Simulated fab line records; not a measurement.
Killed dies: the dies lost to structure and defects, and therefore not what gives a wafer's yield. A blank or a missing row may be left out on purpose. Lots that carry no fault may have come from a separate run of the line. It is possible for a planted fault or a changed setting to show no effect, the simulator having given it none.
Struck lot and sound lot, side by side / flow gf180mcu / 28 out of 602 route steps
Sound: these wafers, L929.1, L929.3, L929.5. Wafers struck: L921.2, L921.5, L921.6. The cause is given at the end.
Each step with rows lists, per side, the tool, then ch with its chambers, then its first start. Under that, the readings that differ: sound wafers / struck wafers / difference of the means / sigmas: that difference in standard deviations of wafers without a fault.
alike: readings with means less than 2 such deviations apart, plus words and numbers identical on both sides. not compared: withheld readings, readings lacking a value on some wafer, bounds such as >300 that could conceal the same value, and numbers that have no deviation in the record and whose values overlap.
A row with sigmas, a row that says differs or no value, or rows on one side alone: a step with any of these is where the two part. When numbers do not overlap yet have no deviation, they are printed without sigmas and do not part them. A reading that every wafer of one side lacks parts them only if that side has two wafers or more.

first, 8 steps without rows for these wafers: GF_M5_DEVELOP_06 (develop time 60 s); GF_M5_ETCH_09 (etches Si3N4 in CF4/O2, target depth 52 nm, time 11.6 s); GF_M5_METAL_ETCH_10 (etches the open film in Cl2/BCl3, stops on SiO2, target depth 750.8 nm, time 125.1 s); GF_M5_STRIP_11 (strips in O2/N2); GF_M5_STRIP_12 (strips in post etch residue remover, time 1200 s); GF_M5_CLEAN_13 (cleans in DIW); GF_V5_CVD_00 (deposits SiO2, target thk 300 nm, time 50 s); GF_V5_CVD_02 (deposits SiO2 from TEOS, target thk 1450 nm, time 163.28 s).
GF_V5_CMP_04: polishes SiO2.
  sound on cmp-01 ch 1,3, day 31 23:35; struck on cmp-02 ch 0,1,2, day 29 18:47
  no value came back on the struck wafers for edge-zone-pressure-frac, head-pressure-psi (psi), motor-current-A (A); on the sound wafers edge-zone-pressure-frac reads 0.999 0.996 0.999
reading=model.SiO2_of_V5_CVD_02.thk-nm (nm); sound=854.7 856.3 854.9; struck=1462 1489 1485; difference=+623; sigmas=
GF_V5_BOW_MEAS_05:
  struck on film-metro-02, day 29 18:58; sound on film-metro-04, day 31 23:50
reading=V5_BOW (um); sound=125 121 117; struck=145 153 166; difference=+34; sigmas=+4
then, 9 steps without rows for these wafers: GF_V5_DEHYDRATE_06 (time 60 s); GF_V5_HMDS_07 (prime time 60 s); GF_V5_COAT_08; GF_V5_COAT_09 (resist thk 1000 nm); GF_V5_SOFTBAKE_10 (time 60 s); GF_V5_EXPOSE_11 (exposes mask Via5, target cd 260 nm); GF_V5_PEB_12 (peb time 90 s); GF_V5_DEVELOP_13 (develop time 60 s); GF_V5_ETCH_16 (etches BARC in N2/H2).
GF_V5_ETCH_17: etches SiO2 in C4F8/O2/Ar, stops on TiN, target depth 855 nm.
  sound: rie-diel-02 ch 1,2,3; struck: rie-diel-02 ch 1,2,3
reading=oes-product-au (a.u.); sound=0.850 0.864 0.862; struck=1.593 1.608 1.632; difference=+0.752; sigmas=+99 or more
reading=model.etch.depth-nm (nm); sound=854.7 856.3 854.9; struck=1074 1088 1100; difference=+232; sigmas=
reading=model.V5.feature-depth-nm (nm); sound=854.7 856.3 854.9; struck=1074 1088 1100; difference=+232; sigmas=
  alike: bias-w
then, 6 steps without rows for these wafers: GF_V5_STRIP_18 (strips in O2/N2); GF_V5_STRIP_19 (strips in post etch residue remover, time 1200 s); GF_V5_CLEAN_20 (cleans in DIW); GF_V5_SPUTTER_21 (material Ti, target thk 15 nm, time 80.02 s); GF_V5_SPUTTER_22 (material TiN, target thk 10 nm, time 40 s); GF_V5_CVD_23 (deposits W, target thk 350 nm, time 104.9 s).
GF_V5_CMP_26: polishes, stops on SiO2, t overpolish 15 s, target thk 0 nm.
  sound on cmp-02 ch 0,3, day 32 17:20; struck on cmp-01 ch 0,3, day 30 14:13
reading=motor-current-A (A); sound=9.9 9.8 10.3; struck=13.4 11.3 12.2; difference=+2.3; sigmas=+2
reading=model.SiO2_of_V5_CVD_02.thk-nm (nm); sound=851 852.5 851.1; struck=1458 1485 1481; difference=+623; sigmas=
  alike: edge-zone-pressure-frac, head-pressure-psi
GF_PASSIVATION_PROBE_99:
  rows exist in the record for the struck wafers here (prober-01, day 32 04:29), but not for the sound ones

## WHERE THEY PART
Last at GF_PASSIVATION_PROBE_99 as far as this record goes, first at GF_V5_CMP_04.

WHY: the cause the simulator had injected
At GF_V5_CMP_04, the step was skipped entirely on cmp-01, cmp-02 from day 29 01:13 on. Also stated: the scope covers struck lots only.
